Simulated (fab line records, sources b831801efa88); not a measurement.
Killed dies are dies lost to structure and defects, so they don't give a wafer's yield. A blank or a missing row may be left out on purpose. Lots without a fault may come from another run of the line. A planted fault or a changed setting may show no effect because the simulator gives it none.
Which tool did it? | flow sky130 | 6 lots, 18 wafers sampled, at 2 steps of a route of 708

WHAT THE GAUGES READ, wafer by wafer
SKY_VIA3_THK_MEAS_23: measures by xrf.
lot  | measured     | on            | VIA3_W_THK (nm)
L929 | day 41 07:50 | film_metro-02 | 393 397 390
L932 | day 42 09:10 | film_metro-02 | 395 393 397
L935 | day 43 02:43 | film_metro-01 | 383 383 383
L937 | day 43 15:17 | film_metro-03 | 389 381 390
L945 | day 45 14:04 | film_metro-02 | 385 389 388
L948 | day 46 08:14 | film_metro-01 | 380 384 385

WHICH TOOL RAN EACH LOT (tool, then ch and the chambers of the sampled wafers, then the start)
lot  | SKY_METAL1_STRIP_20
L929 | plasma_asher-01 ch 0,1, day 34 12:35
L932 | plasma_asher-01 ch 0,1, day 35 17:11
L935 | plasma_asher-01 ch 0,1, day 36 12:18
L937 | plasma_asher-01 ch 0,1, day 37 03:21
L945 | plasma_asher-01 ch 0,1, day 39 06:21
L948 | plasma_asher-02 ch 0,1, day 40 03:38
- SKY_METAL1_STRIP_20: strips in O2/N2.

THE ANSWER, worked out from the rows above alone
Rule: what is usual is taken from the lots themselves. Put in order of their means at a reading, lots are off if they are a third of the lots or fewer, leave a main group of 4 or more, and stand apart from it by a gap of 3 or more times the standard deviation of the main group's means; of several such gaps the widest counts. A main group whose means are all the same, to the digits that the tables above print for the reading, isn't used. A lot without any number at a reading at which 4 lots or more have one is off too. The other lots that the step has rows for count as sound.
No lot is off at any reading shown: from this, nothing can be told.

WHAT THE SIMULATOR HAD PUT IN
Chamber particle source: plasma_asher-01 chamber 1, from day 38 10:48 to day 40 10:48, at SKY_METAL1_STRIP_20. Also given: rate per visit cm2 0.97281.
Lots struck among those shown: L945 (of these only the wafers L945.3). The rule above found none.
